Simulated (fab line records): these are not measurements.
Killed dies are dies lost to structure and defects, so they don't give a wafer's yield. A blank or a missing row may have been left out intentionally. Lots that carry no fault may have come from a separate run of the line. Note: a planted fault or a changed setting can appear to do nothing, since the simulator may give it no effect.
Comparing a struck lot with a sound one    flow sky130    29 out of 708 route steps
Sound: these wafers, L380.2, L380.4, L380.5. Struck: wafer L389.1; the same lot's L389.4 was not struck, so it is left out; see the end for the cause.
Per side, at each step with rows, come the tool, then ch with its chambers, and then its first start. Under that, the readings that differ: sound wafers    struck wafers    difference of the means    sigmas: that difference in standard deviations of wafers without a fault.
alike: readings with means less than 2 such deviations apart, plus words and numbers identical on both sides. not compared: withheld readings, readings lacking a value on some wafer, bounds such as >300 that could conceal the same value, and numbers that have no deviation in the record and whose values overlap.
A row with sigmas, a row that says differs or no value, or rows on one side alone: a step with any of these is where the two part. Numbers that don't overlap but have no deviation are shown without sigmas and don't part them. A reading missing from all wafers of one side parts the sides only when that side holds two or more wafers.

first, 8 steps without rows for these wafers: SKY_LOCAL_INTERCONNECT_ETCH_13 (etches BARC in N2/H2, stops on SiO2, time 45.9 s, target depth 60 nm); SKY_LOCAL_INTERCONNECT_METAL_ETCH_14 (etches TiN in Cl2/BCl3, stops on PSG, target depth 110 nm, time 31.4 s); SKY_LOCAL_INTERCONNECT_STRIP_15 (strips in O2/N2); SKY_LOCAL_INTERCONNECT_STRIP_16 (strips in post etch residue remover, time 1200 s); SKY_LOCAL_INTERCONNECT_CLEAN_17 (cleans in IPA, time 180 s); SKY_LOCAL_INTERCONNECT_CLEAN_18 (cleans in O3/DIW); SKY_CONTACT_CVD_00 (deposits Si3N4, target thk 75 nm); SKY_CONTACT_HDPCVD_02 (deposits SiO2, target thk 565 nm, time 94.2 s).
SKY_CONTACT_CMP_04: polishes SiO2.
  sound on cmp-01 ch 0,3, day 33 12:50; struck on cmp-01 ch 0, day 35 19:23
reading                                      sound              struck  difference  sigmas
slurry filter dp kPa (kPa)                   13.61 13.62 13.54  13.27   -0.32       -2
time to endpoint s (s)                       80 76 68           111     +36         +6
model.SiO2_of_CONTACT_HDPCVD_02.thk nm (nm)  338.4 338 337.4    418.1   +80.2       
  alike: motor current A
then, 9 steps without rows for these wafers: SKY_CONTACT_DEHYDRATE_06 (time 60 s); SKY_CONTACT_HMDS_07 (prime time 60 s); SKY_CONTACT_COAT_08 (resist thk 60 nm); SKY_CONTACT_COAT_09 (resist thk 450 nm); SKY_CONTACT_SOFTBAKE_10 (time 90 s); SKY_CONTACT_EXPOSE_11 (exposes mask CTM1, target cd 170 nm); SKY_CONTACT_PEB_12; SKY_CONTACT_DEVELOP_13 (develop time 60 s); SKY_CONTACT_ETCH_16 (etches BARC in N2/H2, stops on SiO2, time 45.9 s, target depth 60 nm).
SKY_CONTACT_ETCH_17: etches SiO2 in C4F8/O2/Ar, stops on Si3N4, target depth 340 nm.
  sound on rie diel-01 ch 1,2,3, day 34 16:20; struck on rie diel-01 ch 3, day 36 22:16
reading                              sound              struck  difference  sigmas
oes product au (a.u.)                0.889 0.889 0.899  0.984   +0.092      +18
model.etch.depth nm (nm)             338.4 338 337.4    399     +61         
model.CONTACT.feature depth nm (nm)  338.4 338 337.4    399     +61         
then, 7 steps without rows for these wafers: SKY_CONTACT_ETCH_18 (etches Si3N4 in CHF3/O2, stops on TiN, time 39 s, target depth 75 nm); SKY_CONTACT_STRIP_19 (strips in O2/N2); SKY_CONTACT_STRIP_20 (strips in post etch residue remover, time 1200 s); SKY_CONTACT_CLEAN_21 (cleans in IPA, time 180 s); SKY_CONTACT_CLEAN_22 (cleans in O3/DIW); SKY_CONTACT_SPUTTER_23 (material TiN, target thk 20 nm, time 80 s); SKY_CONTACT_CVD_24 (deposits W, target thk 340 nm, time 102.12 s).
SKY_CONTACT_CMP_27: polishes, stops on SiO2, t overpolish 15 s, target thk 0 nm.
  sound on cmp-01 ch 1,2,3, day 34 17:22; struck on cmp-01 ch 1, day 36 23:24
reading                                      sound              struck  difference  sigmas
model.SiO2_of_CONTACT_HDPCVD_02.thk nm (nm)  335.2 334.8 334.2  414.9   +80.2       
  alike: motor current A, slurry filter dp kPa
then, 1 step without rows for these wafers: SKY_METAL1_SPUTTER_00 (material Ti, target thk 15 nm, time 10 s).
-- the record jumps here: 13 days lie between the struck wafers' starts before and after (it left off in module METAL1 and takes up again in module PAD_OPEN, whose first step shown is number 708 of the route) --
SKY_PAD_OPEN_PROBE_99:
  sound: prober-01 at day 48 07:19; struck: prober-01 at day 49 17:03
reading             sound     struck  difference  sigmas
killed at contacts  24 39 27  338     +308        +55
killed dies         77 86 87  392     +309        +31
killed on rim       7 19 15   77      +63         +18
  alike: killed_at_M0_to_M3, killed_at_M4_up, killed at front end, killed at other, killed open, killed short

## WHERE THEY PART
First at SKY_CONTACT_CMP_04; last, within this record, at SKY_PAD_OPEN_PROBE_99.

WHY: what the simulator had put in
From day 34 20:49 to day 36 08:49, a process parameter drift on cmp-01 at SKY_CONTACT_CMP_04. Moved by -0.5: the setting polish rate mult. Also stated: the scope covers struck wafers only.
